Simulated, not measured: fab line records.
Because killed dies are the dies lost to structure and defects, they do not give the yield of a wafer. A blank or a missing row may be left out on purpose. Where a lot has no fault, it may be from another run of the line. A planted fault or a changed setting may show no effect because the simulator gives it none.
fab line records | flow sky130
record lots=6 wafers=18 last-day=50
route steps=708 shown PASSIVATION@689 PAD_OPEN@694
lots with no fault: from the same line, run without faults
start-h: the number of hours between the record's first day and the start of the first shown wafer of the lot | wait-h: hours since the lot's step before | " unchanged from the row above | L1.1+2: a single row standing in for several wafers | - no value, or no start was given | * or withheld: withheld | < > ~ a bound
route shown NAME@n: names a module that has steps shown in the file, with the first one's number in the route | usual: the fault-free wafers' mean and standard deviation | same: alike in all rows | chamber/n: place in a boat | sites: the reading at each site | _std_site: the standard deviation of these | _edge_site: outer sites' mean less inner sites' | radius-mm: how far each site lies from the wafer's centre | mask NAME#n: copy n | behind: the tool/chamber that last shaped the wafer | hold: reason for holding the lot/hours on hold/outcome of the hold | device: names the non-switching transistor (n, p or np) | end of line: the tests these same wafers got at the end of their route | for a step that has no rows: nothing shown but its recipe | killed: dies lost to structure and defects at the first sort, not the wafer's yield | map: the dies of a wafer, with x for killed, . for not killed, _ for no die there
set.NAME: the run value of the setting; set.NAME@STEP: its run value at that earlier step | model.NAME: the simulator's own value behind a step, which no gauge read
lots at selected steps of the route; one table per step, one row per wafer
services: when a tool's chamber went out of use (start-h, in hours from the record's first day, below 0 if earlier), for how many hours, and the reason
## steps
# step SKY_PASSIVATION_EXPOSE_08
# recipe mask-id=NSM target-cd-nm=3000 na=0.57 dose-mj=260
# step SKY_PASSIVATION_PEB_09
# recipe temp-c=115 time-s=withheld
# step SKY_PASSIVATION_DEVELOP_10
# recipe develop-time-s=60 dev-temp-c=23
# step SKY_PASSIVATION_ETCH_11
# recipe chemistry=CF4/O2 target-depth-nm=725 stop-on=AlCu source-w=800 bias-w=150 pressure-mtorr=150 cf4-flow-sccm=80 O2_flow_sccm=10 time-s=161.1
# usual cf4-flow-sccm=80.01/0.22 drypump-motor-current-A=5.7/0.46 oes-product-au=0.977/0.009 throttle-valve-pct=5.966/0.0087
# columns lot.wafer tool chamber start-h wait-h cf4-flow-sccm drypump-motor-current-A oes-product-au rf-hours-counter-h throttle-valve-pct
L842.1 rie-diel-01 1 1090.55 - 79.74 5.3 0.967 20 5.961
L842.3 " 2 " " 79.70 6.4 0.973 14 5.965
L842.6 " 1 " " 80.22 5.3 0.959 - 5.957
L841.1 rie-diel-02 1 1096.40 - 79.71 5.5 0.975 16 5.960
L841.4 " 2 " " 80.05 5.3 0.986 15 5.969
L841.6 " 1 " " 79.67 5.5 0.990 - 5.957
L847.2 rie-diel-04 0 1130.60 - 79.90 5.7 0.976 23 5.960
L847.4 " 2 " " 80.01 6.3 0.965 25 5.971
L847.6 " 0 " " 80.21 5.7 0.977 - 5.961
L848.2 rie-diel-02 2 1133.70 - 79.98 5.3 0.973 17 5.972
L848.3 " 3 " " 80.04 5.7 0.974 15 5.979
L848.5 " 2 " " 80.08 5.2 0.980 - 5.959
L849.2 rie-diel-01 2 1134.48 - 80.40 6.4 0.978 15 5.977
L849.4 " 2 " " 80.27 6.4 0.990 - 5.965
L849.6 " 0 " " 80.11 5.3 0.987 - 5.965
L859.2 rie-diel-04 2 1188.40 - 80.08 6.3 0.959 27 5.970
L859.3 " 0 " " 80.20 5.7 0.973 25 5.965
L859.4 " 3 " " 80.20 5.8 0.973 18 5.973
# step SKY_PASSIVATION_STRIP_12
# recipe chemistry=O2/N2 power-w=1400 pressure-mtorr=1500 platen-temp-c=withheld overash-fraction=0.7 o2-flow-sccm=3000 n2-flow-sccm=300
# usual drypump-motor-current-A=5.8/0.34 oes-product-au=0.661/0.0044 strip-time-to-endpoint-s=31.53/0.16
# columns lot.wafer tool chamber start-h wait-h drypump-motor-current-A oes-product-au rf-hours-counter-h strip-time-to-endpoint-s
L842.1 plasma-asher-01 0 1090.65 0.1 6.4 0.655 36 31.41
L842.3 " 0 " " 6.4 0.664 - 31.47
L842.6 " 1 " " 5.4 0.662 - 31.45
L841.1 plasma-asher-02 1 1096.51 0.1 5.8 0.664 58 31.65
L841.4 " 0 " " 5.6 0.658 - 31.66
L841.6 " 0 " " 5.6 0.657 - 31.56
L847.2 plasma-asher-01 1 1130.71 0.1 5.4 0.661 40 31.45
L847.4 " 0 " " 6.4 0.669 - 31.65
L847.6 " 0 " " 6.4 0.659 - 31.53
L848.2 plasma-asher-02 1 1133.81 0.1 5.8 0.665 61 31.75
L848.3 " 0 " " 5.6 0.659 - 31.48
L848.5 " 1 " " 5.8 0.660 - 31.62
L849.2 plasma-asher-01 1 1134.59 0.1 5.4 0.657 40 31.45
L849.4 " 0 " " 6.4 0.656 - 31.40
L849.6 " 1 " " 5.4 0.655 - 31.32
L859.2 plasma-asher-01 0 1188.50 0.1 6.4 0.653 45 31.89
L859.3 " 1 " " 5.4 0.668 - 31.53
L859.4 " 0 " " 6.3 0.661 - 31.80
# step SKY_PAD_OPEN_DEHYDRATE_00
# recipe temp-c=200 time-s=60
# step SKY_PAD_OPEN_HMDS_01
# recipe prime-time-s=60 prime-temp-c=120
# step SKY_PAD_OPEN_COAT_02
# recipe spin-rpm=2000 resist-thk-nm=3000
# step SKY_PAD_OPEN_SOFTBAKE_03
# recipe temp-c=110 time-s=withheld
# step SKY_PAD_OPEN_EXPOSE_04
# recipe mask-id=PDM target-cd-nm=60000 na=0.57 dose-mj=260
# step SKY_PAD_OPEN_PEB_05
# recipe temp-c=115 time-s=withheld
# step SKY_PAD_OPEN_DEVELOP_06
# recipe develop-time-s=60 dev-temp-c=23
# step SKY_PAD_OPEN_ETCH_07
# recipe chemistry=CF4/O2 target-depth-nm=725 stop-on=AlCu source-w=800 bias-w=150 pressure-mtorr=150 cf4-flow-sccm=80 O2_flow_sccm=10 time-s=169
# usual cf4-flow-sccm=80.04/0.23 drypump-motor-current-A=5.7/0.46 oes-product-au=0.974/0.0083 throttle-valve-pct=5.964/0.011
# columns lot.wafer tool chamber start-h wait-h cf4-flow-sccm drypump-motor-current-A oes-product-au rf-hours-counter-h throttle-valve-pct
L842.1 rie-diel-04 0 1111.50 - 79.63 5.7 0.963 23 5.971
L842.3 " 3 " " 80.14 5.9 0.964 15 5.943
L842.6 " 0 " " 80.17 5.7 0.958 - 5.963
L841.1 rie-diel-02 2 1116.75 - 80.12 5.3 0.983 16 5.969
L841.4 " 0 " " 80.03 6.3 0.982 19 5.979
L841.6 " 0 " " 80.11 6.3 0.983 - 5.976
L847.2 rie-diel-03 3 1148.58 - 80.16 4.7 0.965 22 5.951
L847.4 " 1 " " 80.29 5.5 0.983 28 5.955
L847.6 " 2 " " 79.89 5.7 0.977 - 5.977
L848.2 rie-diel-04 0 1153.23 - 79.31 5.7 0.989 24 5.961
L848.3 " 1 " " 79.46 6.2 0.984 7 5.962
L848.5 " 3 " " 79.94 5.9 0.981 - 5.960
L849.2 rie-diel-04 1 1153.78 - 80.11 6.3 0.971 7 5.963
L849.4 " 0 " " 80.45 5.7 0.976 - 5.955
L849.6 " 1 " " 79.95 6.3 0.984 - 5.958
L859.2 rie-diel-03 2 1203.98 - 80.01 5.7 0.964 26 5.964
L859.3 " 1 " " 80.13 5.5 0.969 30 5.957
L859.4 " 3 " " 80.06 4.7 0.972 24 5.952
# step SKY_PAD_OPEN_STRIP_08
# recipe chemistry=O2/N2 power-w=1400 pressure-mtorr=1500 platen-temp-c=withheld overash-fraction=0.7 o2-flow-sccm=3000 n2-flow-sccm=300
# usual drypump-motor-current-A=5.7/0.32 oes-product-au=0.663/0.0048
# columns lot.wafer tool chamber start-h wait-h drypump-motor-current-A oes-product-au rf-hours-counter-h
L842.1 plasma-asher-02 1 1111.60 0.1 5.8 0.666 59
L842.3 " 0 " " 5.6 0.661 -
L842.6 " 0 " " 5.6 0.665 -
L841.1 plasma-asher-03 0 1116.85 0.1 5.1 0.665 5
L841.4 " 0 " " 5.1 0.670 -
L841.6 " 1 " " 6.0 0.659 -
L847.2 plasma-asher-02 0 1148.69 0.1 5.6 0.670 62
L847.4 " 0 " " 5.6 0.667 -
L847.6 " 0 " " 5.6 0.655 -
L848.2 plasma-asher-03 1 1153.34 0.1 6.0 0.662 9
L848.3 " 1 " " 6.0 0.666 -
L848.5 " 0 " " 5.1 0.669 -
L849.2 plasma-asher-04 1 1153.89 0.1 5.7 0.667 99
L849.4 " 0 " " 6.0 0.661 -
L849.6 " 1 " " 5.7 0.654 -
L859.2 plasma-asher-03 0 1204.09 0.1 5.1 0.656 13
L859.3 " 1 " " 6.0 0.661 -
L859.4 " 0 " " 5.1 0.667 -
# step SKY_PAD_OPEN_STRIP_09
# recipe chemistry=post-etch-residue-remover time-s=1200 temp-c=72.5
# step SKY_PAD_OPEN_CLEAN_10
# recipe chemistry=IPA time-s=180 temp-c=25
# step SKY_PAD_OPEN_CLEAN_11
# recipe chemistry=O3/DIW dry=n2-spin
# step SKY_PAD_OPEN_ANNEAL_12
# recipe temp-c=400 time-s=withheld ambient=N2/H2 idle-temp-c=300 ramp-up-c-per-min=8 ramp-down-c-per-min=4
# step SKY_PAD_OPEN_BOW_MEAS_13
# recipe mode=bow
# usual PAD_OPEN_BOW=47/9.6
# columns lot.wafer tool chamber start-h wait-h PAD_OPEN_BOW[um]
L842.1 film-metro-03 - 1113.73 - 49
L842.3 " - " " 56
L842.6 " - " " 41
L841.1 film-metro-02 - 1119.13 - 34
L841.4 " - " " 41
L841.6 " - " " 38
L847.2 film-metro-02 - 1150.89 - 60
L847.4 " - " " 55
L847.6 " - " " 48
L848.2 film-metro-03 - 1155.46 - 35
L848.3 " - " " 39
L848.5 " - " " 34
L849.2 film-metro-04 - 1156.06 - 57
L849.4 " - " " 43
L849.6 " - " " 52
L859.2 film-metro-03 - 1206.29 - 40
L859.3 " - " " 54
L859.4 " - " " 55
# step SKY_PAD_OPEN_PROBE_99
# usual defect-limited-yield=82.4/1.9 killed_at_M0_to_M3=43/7.5 killed_at_M4_up=3.2/1.9 killed-at-contacts=24/4.9 killed-at-front-end=15/4.3 killed-at-other=0.4/0.72 killed-dies=86/9.1 killed-open=47/6.5 killed-short=39/6.5 sort_bin_3_pad_short=0.9/0.43 sort_bin_5_function=10.4/1.3 sort_bin_6_memory=6.3/1.2 sort-n-pass=406/9.1 sort-yield-pct=82.4/1.9
# same gross-dies=492 killed-at-back-side=0 sort_bin_4_leakage[%]=0 sort_bin_8_speed[%]=0
# columns lot.wafer tool chamber start-h wait-h defect-limited-yield[%] killed_at_M0_to_M3 killed_at_M4_up killed-at-contacts killed-at-front-end killed-at-other killed-dies killed-open killed-short sort_bin_3_pad_short[%] sort_bin_5_function[%] sort_bin_6_memory[%] sort-n-pass sort-yield-pct[%] model.etest.tester.sort-n-pass model.etest.tester.sort-yield-pct model.etest.tester.sort_bin_5_pct model.etest.tester.sort_bin_3_pct
L842.1 prober-02 - 1113.85 0.1 82.5 43 2 21 19 1 86 40 46 0.8 9.6 7.1 406 82.5 406 82.52 9.553 0.813
L842.3 prober-02 - 1113.95 0.2 83.1 36 2 26 18 1 83 46 37 1.2 10.4 5.3 409 83.1 409 83.13 10.37 1.22
L842.6 prober-02 - 1114.10 0.2 78.7 53 3 32 16 1 105 61 43 1.6 13.2 6.5 387 78.7 387 78.66 13.21 1.626
L841.1 prober-01 - 1119.25 0.1 82.3 45 6 20 16 0 87 51 34 0.8 10.4 6.5 405 82.3 405 82.32 10.37 0.813
L841.4 prober-01 - 1119.40 0.2 83.3 43 2 26 11 0 82 46 35 0.4 9.3 6.9 410 83.3 410 83.33 9.35 0.4065
L841.6 prober-01 - 1119.50 0.2 84.1 46 5 15 11 1 78 50 25 1.0 8.5 6.3 414 84.1 414 84.15 8.537 1.016
L847.2 prober-02 - 1151.04 0.1 78.5 58 3 25 20 0 106 49 57 0.6 13.2 7.7 386 78.5 386 78.46 13.21 0.6098
L847.4 prober-02 - 1151.14 0.2 82.5 38 6 25 17 0 86 53 33 0.6 10.0 6.9 406 82.5 406 82.52 9.959 0.6098
L847.6 prober-02 - 1151.24 0.2 80.5 56 1 24 15 0 96 51 45 0.8 12.0 6.7 396 80.5 396 80.49 11.99 0.813
L848.2 prober-01 - 1155.61 0.1 84.1 28 3 28 19 0 78 43 33 0.6 9.8 5.5 414 84.1 414 84.15 9.756 0.6098
L848.3 prober-01 - 1155.66 0.2 79.1 35 5 26 13 24 103 39 38 1.2 12.6 7.1 389 79.1 389 79.06 12.6 1.22
L848.5 prober-01 - 1155.76 0.2 86.0 42 2 18 7 0 69 41 28 0.4 8.1 5.5 423 86.0 423 85.98 8.13 0.4065
L849.2 prober-02 - 1156.21 0.1 77.4 41 4 20 20 26 111 40 45 1.6 14.2 6.7 381 77.4 381 77.44 14.23 1.626
L849.4 prober-02 - 1156.31 0.2 82.1 45 3 28 12 0 88 41 47 1.2 11.6 5.1 404 82.1 404 82.11 11.59 1.22
L849.6 prober-02 - 1156.41 0.2 78.0 44 1 22 10 31 108 51 25 2.4 13.8 5.7 384 78.0 384 78.05 13.82 2.439
L859.2 prober-02 - 1206.44 0.1 83.7 38 1 28 13 0 80 42 37 0 8.7 7.5 412 83.7 412 83.74 8.74 0
L859.3 prober-02 - 1206.49 0.2 84.1 29 2 36 10 1 78 42 35 1.6 10.2 4.1 414 84.1 414 84.15 10.16 1.626
L859.4 prober-02 - 1206.54 0.2 83.9 34 4 25 15 1 79 49 29 0.4 9.6 6.1 413 83.9 413 83.94 9.553 0.4065
# killed by level:class
L842.1 VIA1:geometric-particle:open=11 VIA1:geometric-particle:short=7 FIELD_ISO:geometric-particle:short=6 VIA2:geometric-particle:short=6 CONTACT:geometric-particle:open=6 VIA2:geometric-particle:open=6 FIELD_ISO:geometric-particle:open=5 POLY_GATE:geometric-particle:short=5
L842.3 VIA1:geometric-particle:open=10 CONTACT:geometric-particle:open=9 VIA3:geometric-particle:short=7 VIA3:geometric-particle:open=7 POLY_GATE:geometric-particle:open=6 LI_CONTACT:geometric-particle:short=6 FIELD_ISO:geometric-particle:open=5 POLY_GATE:geometric-particle:short=4
L842.6 VIA2:geometric-particle:open=10 VIA1:geometric-particle:open=10 CONTACT:geometric-particle:open=10 VIA3:geometric-particle:open=9 LI_CONTACT:geometric-particle:open=8 METAL1:geometric-particle:short=6 METAL3:geometric-particle:short=6 FIELD_ISO:geometric-particle:open=5
L841.1 CONTACT:geometric-particle:open=9 VIA2:geometric-particle:open=8 VIA1:geometric-particle:open=8 METAL2:geometric-particle:short=8 LI_CONTACT:geometric-particle:open=5 FIELD_ISO:geometric-particle:open=4 VIA3:geometric-particle:open=4 POLY_GATE:geometric-particle:short=4
L841.4 VIA1:geometric-particle:open=10 CONTACT:geometric-particle:open=9 LI_CONTACT:geometric-particle:open=9 METAL1:geometric-particle:short=8 VIA3:geometric-particle:open=7 METAL2:geometric-particle:short=5 FIELD_ISO:geometric-particle:open=3 POLY_GATE:geometric-particle:short=3
L841.6 VIA1:geometric-particle:open=11 VIA2:geometric-particle:open=7 CONTACT:geometric-particle:open=7 VIA3:geometric-particle:open=6 METAL1:geometric-particle:short=5 LI_CONTACT:geometric-particle:open=4 METAL1:geometric-particle:open=4 METAL2:geometric-particle:short=4
L847.2 VIA1:geometric-particle:short=12 VIA1:geometric-particle:open=11 VIA3:geometric-particle:open=10 METAL2:geometric-particle:short=8 LOCAL_INTERCONNECT:geometric-particle:short=6 CONTACT:geometric-particle:short=6 CONTACT:geometric-particle:open=6 POLY_GATE:geometric-particle:open=5
L847.4 VIA1:geometric-particle:open=12 CONTACT:geometric-particle:open=10 LI_CONTACT:geometric-particle:open=7 VIA1:geometric-particle:short=6 FIELD_ISO:geometric-particle:open=5 VIA3:geometric-particle:open=5 LOCAL_INTERCONNECT:geometric-particle:short=4 POLY_GATE:geometric-particle:short=4
L847.6 CONTACT:geometric-particle:open=10 VIA2:geometric-particle:open=8 VIA1:geometric-particle:open=8 LI_CONTACT:geometric-particle:open=7 FIELD_ISO:geometric-particle:short=6 METAL1:geometric-particle:short=6 VIA1:geometric-particle:short=6 METAL2:geometric-particle:short=6
L848.2 CONTACT:geometric-particle:open=12 FIELD_ISO:geometric-particle:open=10 VIA2:geometric-particle:open=6 VIA3:geometric-particle:open=6 METAL1:geometric-particle:short=5 LI_CONTACT:geometric-particle:open=4 LOCAL_INTERCONNECT:geometric-particle:short=4 CONTACT:geometric-particle:short=4
L848.3 PAD_OPEN:unspecified=24 CONTACT:geometric-particle:open=8 VIA2:geometric-particle:open=7 METAL1:geometric-particle:short=5 VIA3:geometric-particle:open=5 FIELD_ISO:geometric-particle:open=4 LI_CONTACT:geometric-particle:short=4 LI_CONTACT:geometric-particle:open=4
L848.5 VIA1:geometric-particle:open=11 METAL1:geometric-particle:short=10 CONTACT:geometric-particle:open=9 VIA3:geometric-particle:open=8 LI_CONTACT:geometric-particle:open=5 VIA2:geometric-particle:open=5 FIELD_ISO:geometric-particle:short=3 VIA1:geometric-particle:short=3
L849.2 PAD_OPEN:unspecified=26 VIA3:geometric-particle:open=11 FIELD_ISO:geometric-particle:open=7 FIELD_ISO:geometric-particle:short=6 CONTACT:geometric-particle:open=6 VIA1:geometric-particle:open=5 METAL1:geometric-particle:short=5 VIA1:geometric-particle:short=5
L849.4 METAL1:geometric-particle:short=10 VIA3:geometric-particle:open=9 CONTACT:geometric-particle:short=7 LI_CONTACT:geometric-particle:open=6 VIA1:geometric-particle:open=6 VIA2:geometric-particle:open=6 FIELD_ISO:geometric-particle:short=5 LOCAL_INTERCONNECT:geometric-particle:short=5
L849.6 PAD_OPEN:unspecified=31 VIA1:geometric-particle:open=11 VIA3:geometric-particle:open=9 CONTACT:geometric-particle:open=9 VIA2:geometric-particle:open=6 FIELD_ISO:geometric-particle:open=5 LI_CONTACT:geometric-particle:open=5 CONTACT:geometric-particle:short=5
L859.2 LI_CONTACT:geometric-particle:open=12 VIA1:geometric-particle:open=9 CONTACT:geometric-particle:open=5 VIA1:geometric-particle:short=5 VIA2:geometric-particle:short=5 FIELD_ISO:geometric-particle:short=4 METAL1:geometric-particle:open=4 VIA3:geometric-particle:open=4
L859.3 LI_CONTACT:geometric-particle:open=10 CONTACT:geometric-particle:open=7 CONTACT:geometric-particle:short=6 LOCAL_INTERCONNECT:geometric-particle:short=6 VIA2:geometric-particle:open=6 VIA3:geometric-particle:open=6 LI_CONTACT:geometric-particle:short=4 VIA1:geometric-particle:short=4
L859.4 VIA1:geometric-particle:open=11 LI_CONTACT:geometric-particle:open=8 CONTACT:geometric-particle:open=7 VIA2:geometric-particle:open=6 FIELD_ISO:geometric-particle:open=5 CONTACT:geometric-particle:short=5 FIELD_ISO:geometric-particle:short=4 VIA1:geometric-particle:short=4
# map L848.3 (x killed, . not)
__________..xx..xxxx_________
________....x...xxxxxx_______
______x..x.x.....xxxxxxx_____
_____x..x.........xxxxxxx____
____.x.............x.xxx..___
___..x......x..............__
__.x..x.x.x.x......x....x..._
_....x...........x..x.......x
_...............x............
_.........xx....xx.....x.....
_x.x....x..x................x
_....x.x..x........x........x
_x..xx.x....x.............x..
_....xx..x.................x.
_........x....x.....x........
__xx..x....x.....xx......x.._
___.................x.xx...__
____x.x....x..............___
_____................x...____
______.....x.xxx.x......_____
________......x...xx.._______
__________x........x_________
# map L849.2 (x killed, . not)
__________......xxxx_________
________......x.xxxxxx_______
______..x..xx..xxxxxxxxx_____
_____x..........xxxxxxxxx____
____..x...xx.....x..xxx..x___
___...x...xxx.....xx..xx...__
__.......................x.._
_...xxx....x....x...xx.......
_........x.x.................
_......xx.........x..........
_x........x....x............x
_...x.x.........xx....x.x....
_.....x...x..x.x......x...x..
_....x.......x.xxx..x.....x..
_..xx............x...........
__....x.....x........xx....._
___....x.....x.............__
____.........x.xx.....xx..___
_____..x...........x...x.____
______.x.........x.....x_____
________....xx.x..x.x._______
__________......x..._________
## services
# columns tool chamber start-h hours kind
rie-diel-03 3 1076.90 4.9 repair
rie-diel-03 2 1078.30 7.4 repair
rie-diel-03 3 1094.45 3.5 repair
rie-diel-04 0 1117.95 10.0 repair
plasma-asher-01 - 1119.01 2.8 pm
rie-diel-01 1 1130.50 10.2 repair
rie-diel-04 2 1151.74 3.8 repair
rie-diel-03 0 1157.00 8.4 repair
plasma-asher-04 - 1160.85 9.7 repair
rie-diel-02 3 1173.82 4.2 repair
plasma-asher-03 - 1190.71 2.8 pm
## key
first-sign step=SKY_PAD_OPEN_PROBE_99 reading=killed-at-other direction=up sigmas=27 usual=0.4 struck=27
effect step=SKY_PAD_OPEN_PROBE_99 reading=sort_bin_5_function direction=up sigmas=2.4 usual=10.4 struck=13.6
model-effect step=SKY_PAD_OPEN_PROBE_99 value=etest.tester.sort-n-pass without=407 struck=384.7
met-at SKY_PAD_OPEN_ETCH_07
struck-wafers L848.3,L849.2,L849.6
fault kind=chamber-particle-source tool=rie-diel-04 chamber=1 onset-h=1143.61 steps=SKY_PAD_OPEN_ETCH_07 rate-per-visit-cm2=0.46763 end-h=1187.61
